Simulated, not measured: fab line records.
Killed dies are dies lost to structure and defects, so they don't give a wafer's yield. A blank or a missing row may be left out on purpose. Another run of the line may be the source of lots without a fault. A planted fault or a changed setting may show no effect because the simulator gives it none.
Chamber matching | flow sky130 | rie diel-03 running SKY_VIA1_ETCH_15: 4 sister chambers
The step etches SiO2 in C4F8/O2/Ar, stops on TiN, target depth 351 nm, time 54 s. 8 wafers are shown with their chamber, then 9 later ones without.

== WAFERS PAIRED WITH THEIR CHAMBERS ==
wafer  | chamber | oes product au (a.u.)
L081.6 | 0       | 0.968
L083.1 | 0       | 0.986
L083.5 | 1       | 0.980
L086.5 | 3       | 0.976
L086.6 | 2       | 0.972
L088.1 | 1       | 0.972
L088.3 | 3       | 0.978
L088.4 | 2       | 0.973

== WAFERS WITHOUT THEIR CHAMBER ==
wafer  | oes product au (a.u.)
L089.2 | 0.983
L089.3 | 0.978
L089.4 | 0.978
L092.1 | 0.969
L092.2 | 0.977
L092.4 | 0.975
L095.1 | 0.977
L095.2 | 0.976
L095.3 | 0.976

== EACH ONE'S CHAMBER ==
wafer  | from the rows above               | in truth
L089.2 | can't be placed: 0 or 3 or 1 or 2 | 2
L089.3 | can't be placed: 0 or 3 or 1 or 2 | 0
L089.4 | can't be placed: 0 or 3 or 1 or 2 | 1
L092.1 | can't be placed: 2 or 1 or 0 or 3 | 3
L092.2 | can't be placed: 0 or 3 or 1 or 2 | 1
L092.4 | can't be placed: 1 or 0 or 3 or 2 | 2
L095.1 | can't be placed: 0 or 3 or 1 or 2 | 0
L095.2 | can't be placed: 1 or 0 or 3 or 2 | 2
L095.3 | can't be placed: 1 or 0 or 3 or 2 | 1
Placed correctly: 0 of 9. Unplaceable from these rows: 9, with the true chamber sitting among the candidates in 9. Number placed wrongly: 0.
How it was worked out, from the rows above alone: a wafer's distance from a chamber is the root of the sum, over the readings, of the square of ((its reading less the chamber's mean) divided by the reading's scatter). The wafer belongs to the nearest chamber; if the next one is less than 2 further off, it can't be placed. A chamber's mean is the mean of its shown wafers. The scatter: the root of (the sum of the squares of (reading less its chamber's mean) over the shown wafers, divided by (wafers less chambers)).
